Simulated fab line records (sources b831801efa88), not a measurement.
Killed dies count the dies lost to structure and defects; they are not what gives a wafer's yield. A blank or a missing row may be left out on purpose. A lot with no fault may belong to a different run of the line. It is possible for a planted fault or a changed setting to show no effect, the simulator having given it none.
Matching of chambers | flow gf180mcu | rieDiel-02 running GF_M5_ETCH_09: 4 sister chambers
The step etches Si3N4 in CF4/O2, target depth 52 nm, time 11.6 s. 7 wafers are shown with their chamber, then 7 later ones without.

== WAFERS, EACH WITH ITS CHAMBER ==
wafer  | chamber | oesProductAu (a.u.) | O2_flow_sccm (sccm)
L076.4 | 2       | 0.997               | 9.97
L083.5 | 3       | 1.001               | 10.05
L088.1 | 0       | 1.011               | 9.95
L088.2 | 3       | 1.018               | 9.99
L088.5 | 2       | 0.996               | 9.99
L092.2 | 0       | 0.999               | 10.00
L092.4 | 1       | 0.996               | 9.95

== WAFERS WHOSE CHAMBER IS MISSING ==
wafer  | oesProductAu (a.u.) | O2_flow_sccm (sccm)
L092.6 | 0.993               | 9.94
L094.1 | 0.993               | 10.06
L094.4 | 1.016               | 9.94
L094.5 | 0.985               | 9.96
L096.1 | 0.988               | 9.96
L096.3 | 1.022               | 10.02
L096.5 | 0.996               | 10.05

== CHAMBER TAKEN BY EACH ==
wafer  | from the rows above               | in truth
L092.6 | can't be placed: 1 or 2 or 0      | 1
L094.1 | can't be placed: 3 or 2 or 0 or 1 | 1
L094.4 | can't be placed: 0 or 1 or 3 or 2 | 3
L094.5 | can't be placed: 1 or 2 or 0      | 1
L096.1 | can't be placed: 1 or 2 or 0      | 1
L096.3 | can't be placed: 3 or 0 or 2      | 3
L096.5 | can't be placed: 3 or 2 or 0 or 1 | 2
0 of 7 placed correctly. From these rows, 7 cannot be placed; in 7 the true chamber is one of the candidates. Placed wrongly: 0.
How it was worked out, from the rows above alone: a wafer's distance from a chamber is the root of the sum, over the readings, of the square of ((its reading less the chamber's mean) divided by the reading's scatter). The wafer belongs to the nearest chamber; if the next one is less than 2 further off, it can't be placed. A chamber's mean is the mean of its shown wafers. The scatter: take each reading less its chamber's mean, square it, sum over the shown wafers, divide by the number of wafers less the number of chambers, and take the root.
